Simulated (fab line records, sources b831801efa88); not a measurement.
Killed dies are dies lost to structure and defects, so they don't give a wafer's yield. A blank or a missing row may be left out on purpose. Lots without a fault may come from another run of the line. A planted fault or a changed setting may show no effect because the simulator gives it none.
fab line records | flow sky130
record lots=15 wafers=45 last_day=50
route steps=708 shown FIELD_ISO@14 VT_ADJUST_NCORE@125 SD_P@359 LOCAL_INTERCONNECT@399
lots that met no fault: from a run of the same line without faults
start_h: hours from the record's first day to the start of the lot's first wafer shown | wait_h: hours since the lot's step before | " the same as in the row above | L1.1+2: a row that stands for several wafers | - no value, or no start given | * or withheld: withheld | < > ~ a bound
route shown NAME@n: a module of which the file shows steps, and the number in the route of the first | usual: mean/standard deviation of fault-free wafers | same: alike in all rows | chamber/n: place in a boat | sites: the reading at each site | _std_site: their standard deviation | _edge_site: outer sites' mean less inner sites' | radius_mm: how far each site lies from the wafer's centre | mask NAME#n: copy n | behind: the tool/chamber that last shaped the wafer | hold: why the lot was held/for how many hours/how that ended | device: the transistor (n, p or np) that didn't switch | end of line: the same wafers' tests at the end of the route | a step without rows: its recipe alone | killed: dies lost to structure and defects at the first sort, not the wafer's yield | map: a wafer's dies, x killed, . not, _ none there
set.NAME: the setting as run; set.NAME@STEP: as run at that earlier step | model.NAME: the simulator's own value behind a step, which no gauge read
steps of the route over a sample of lots; a table a step, a row a wafer
## steps
# step SKY_FIELD_ISO_CD_MEAS_13
# recipe target_cd_nm=150
# usual cd_nm=150.1/1.4
# columns lot.wafer tool chamber start_h wait_h cd_nm
L496.1 cd_sem-01 - 36.95 - 148.0
L496.2 " - " " 148.1
L496.3 " - " " 148.4
L497.1 cd_sem-02 - 40.95 - 150.3
L497.5 " - " " 150.7
L497.6 " - " " 149.3
L499.3 cd_sem-02 - 49.49 - 150.0
L499.5 " - " " 148.9
L499.6 " - " " 149.9
L500.1 cd_sem-01 - 54.30 - 150.5
L500.3 " - " " 151.4
L500.4 " - " " 150.1
L502.2 cd_sem-02 - 64.47 - 150.0
L502.4 " - " " 151.4
L502.5 " - " " 151.2
L503.1 cd_sem-01 - 71.10 - 151.9
L503.2 " - " " 150.9
L503.4 " - " " 152.9
L504.2 cd_sem-01 - 77.07 - 149.3
L504.4 " - " " 150.5
L504.6 " - " " 150.5
L507.1 cd_sem-01 - 95.45 - 149.7
L507.3 " - " " 150.6
L507.5 " - " " 151.3
L508.1 cd_sem-01 - 100.55 - 149.7
L508.2 " - " " 148.5
L508.4 " - " " 149.7
L509.2 cd_sem-02 - 101.90 - 152.9
L509.3 " - " " 153.8
L509.5 " - " " 151.9
L510.1 cd_sem-02 - 107.45 - 150.6
L510.3 " - " " 151.3
L510.6 " - " " 152.0
L513.3 cd_sem-02 - 122.14 - 150.3
L513.4 " - " " 150.7
L513.5 " - " " 150.7
L514.1 cd_sem-02 - 127.30 - 148.3
L514.4 " - " " 148.4
L514.5 " - " " 149.5
L517.2 cd_sem-02 - 145.37 - 149.0
L517.3 " - " " 147.9
L517.4 " - " " 149.0
L518.2 cd_sem-02 - 150.87 - 146.4
L518.5 " - " " 148.4
L518.6 " - " " 149.2
# step SKY_VT_ADJUST_NCORE_DEVELOP_06
# recipe resist=NOVOLAK developer=TMAH develop_time_s=60 dev_temp_c=23
# usual chill_plate_temp_C=22.98/0.12 develop_time_s=60/0
# columns lot.wafer tool chamber start_h wait_h chill_plate_temp_C develop_time_s
L496.1 litho_track-03 0 190.16 0.1 23.01 60
L496.2 " 0 " " 23.10 60
L496.3 " 0 " " 23.03 60
L497.1 litho_track-02 0 191.50 0.1 23.04 60
L497.5 " 0 " " 23.12 60
L497.6 " 0 " " 22.91 60
L499.3 litho_track-04 0 208.30 0.1 23.00 60
L499.5 " 0 " " 23.01 60
L499.6 " 0 " " 22.88 60
L500.1 litho_track-04 0 222.25 0.1 23.00 60
L500.3 " 0 " " 23.06 60
L500.4 " 0 " " 23.09 60
L502.2 litho_track-04 0 236.28 0.1 23.14 60
L502.4 " 0 " " 23.09 60
L502.5 " 0 " " 23.07 60
L503.1 litho_track-02 0 239.50 0.1 22.89 60
L503.2 " 0 " " 22.82 60
L503.4 " 0 " " 22.85 60
L504.2 litho_track-03 0 244.44 0.1 23.15 60
L504.4 " 0 " " 23.06 60
L504.6 " 0 " " 23.17 60
L507.1 litho_track-03 - 270.56 0.1 - -
L507.3 " - " " - -
L507.5 " - " " - -
L508.1 litho_track-04 - 279.00 0.1 - -
L508.2 " - " " - -
L508.4 " - " " - -
L509.2 litho_track-04 - 279.32 0.1 - -
L509.3 " - " " - -
L509.5 " - " " - -
L510.1 litho_track-04 0 286.40 0.1 23.04 60
L510.3 " 0 " " 23.04 60
L510.6 " 0 " " 22.87 60
L513.3 litho_track-03 0 325.01 0.1 23.01 60
L513.4 " 0 " " 23.17 60
L513.5 " 0 " " 23.04 60
L514.1 litho_track-04 0 329.40 0.1 23.04 60
L514.4 " 0 " " 23.06 60
L514.5 " 0 " " 23.17 60
L517.2 litho_track-02 0 341.98 0.1 23.10 60
L517.3 " 0 " " 23.01 60
L517.4 " 0 " " 23.02 60
L518.2 litho_track-02 0 350.63 0.1 23.06 60
L518.5 " 0 " " 23.15 60
L518.6 " 0 " " 23.04 60
# step SKY_SD_N_RS_MEAS_17
# recipe thk_meas_gauge=four-point-probe
# usual SD_P_RS=146.7/0.32
# columns lot.wafer tool chamber start_h wait_h SD_P_RS[ohm/sq]
L496.1 film_metro-03 - 650.31 0.1 146.5
L496.2 " - " " 146.7
L496.3 " - " " 146.4
L497.1 film_metro-01 - 662.71 0.1 146.5
L497.5 " - " " 146.8
L497.6 " - " " 146.6
L499.3 film_metro-03 - 682.55 0.1 146.5
L499.5 " - " " 146.8
L499.6 " - " " 146.4
L500.1 film_metro-03 - 696.96 0.1 146.9
L500.3 " - " " 147.3
L500.4 " - " " 147.1
L502.2 film_metro-01 - 708.88 0.1 146.2
L502.4 " - " " 146.5
L502.5 " - " " 146.4
L503.1 film_metro-04 - 713.11 0.1 146.4
L503.2 " - " " 146.9
L503.4 " - " " 146.8
L504.2 film_metro-03 - 723.88 0.1 147.1
L504.4 " - " " 146.9
L504.6 " - " " 147.1
L507.1 film_metro-03 - 759.71 0.1 146.4
L507.3 " - " " 146.6
L507.5 " - " " 146.5
L508.1 film_metro-01 - 762.01 0.1 146.4
L508.2 " - " " 146.4
L508.4 " - " " 146.2
L509.2 film_metro-03 - 762.43 0.1 146.3
L509.3 " - " " 146.9
L509.5 " - " " 146.4
L510.1 film_metro-03 - 765.82 0.1 146.7
L510.3 " - " " 146.7
L510.6 " - " " 146.9
L513.3 film_metro-03 - 807.91 0.1 146.1
L513.4 " - " " 145.9
L513.5 " - " " 146.3
L514.1 film_metro-01 - 810.02 0.1 147.0
L514.4 " - " " 147.1
L514.5 " - " " 146.9
L517.2 film_metro-01 - 824.98 0.1 146.7
L517.3 " - " " 146.3
L517.4 " - " " 146.8
L518.2 film_metro-01 - 827.89 0.1 147.3
L518.5 " - " " 147.0
L518.6 " - " " 146.7
# step SKY_LOCAL_INTERCONNECT_OVL_MEAS_12
# usual LOCAL_INTERCONNECT_OVL=1/6.3
# columns lot.wafer tool chamber start_h wait_h LOCAL_INTERCONNECT_OVL[nm]
L496.1 overlay-02 - 709.57 0.1 14
L496.2 " - " " 5
L496.3 " - " " 9
L497.1 overlay-02 - 721.12 0.1 7
L497.5 " - " " 11
L497.6 " - " " 4
L499.3 overlay-01 - 740.98 0.1 2
L499.5 " - " " 4
L499.6 " - " " -1
L500.1 overlay-02 - 755.52 0.1 -5
L500.3 " - " " 3
L500.4 " - " " 4
L502.2 overlay-01 - 765.73 0.1 4
L502.4 " - " " 3
L502.5 " - " " -1
L503.1 overlay-01 - 770.57 0.1 10
L503.2 " - " " 7
L503.4 " - " " 2
L504.2 overlay-01 - 779.73 0.1 -8
L504.4 " - " " -13
L504.6 " - " " -11
L507.1 overlay-01 - 815.92 0.1 -5
L507.3 " - " " -4
L507.5 " - " " -4
L508.1 overlay-02 - 817.77 0.1 -5
L508.2 " - " " -5
L508.4 " - " " 3
L509.2 overlay-01 - 817.88 0.1 -3
L509.3 " - " " 3
L509.5 " - " " 5
L510.1 overlay-02 - 820.72 0.1 7
L510.3 " - " " 6
L510.6 " - " " 1
L513.3 overlay-02 - 862.13 0.1 4
L513.4 " - " " -1
L513.5 " - " " 7
L514.1 overlay-01 - 866.02 0.1 2
L514.4 " - " " -3
L514.5 " - " " -2
L517.2 overlay-01 - 880.13 0.1 7
L517.3 " - " " 10
L517.4 " - " " 5
L518.2 overlay-01 - 882.38 0.1 -2
L518.5 " - " " -15
L518.6 " - " " -9
## key
first_sign step=SKY_VT_ADJUST_NCORE_DEVELOP_06 reading=tool_record direction=missing
effect none on later readings
met_at SKY_VT_ADJUST_NCORE_DEVELOP_06
struck_lots L507,L508,L509
sort_left_out L507.1,L507.3,L507.5,L508.1,L508.2,L508.4,L509.2,L509.3,L509.5
tester_left_out L507,L508,L509
not_acting_at SKY_FIELD_ISO_CD_MEAS_13,SKY_SD_N_RS_MEAS_17,SKY_LOCAL_INTERCONNECT_OVL_MEAS_12
onset_between 244.44 270.56
fault kind=skipped_step_whole tool=litho_track-03,litho_track-04 chamber=- onset_h=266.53 steps=SKY_VT_ADJUST_NCORE_DEVELOP_06 scope=struck_lots_only
# tester_left_out: of these lots the tester's yield and bins aren't shown, on N5 and GAA mostly nor the transistor test; their killed dies are dies lost to structure and defects alone, not to doping, threshold or leakage, so they don't give the yield
# sort_left_out: the simulated sort isn't trusted on such a fault, so these wafers' sort isn't shown, and their yield isn't known
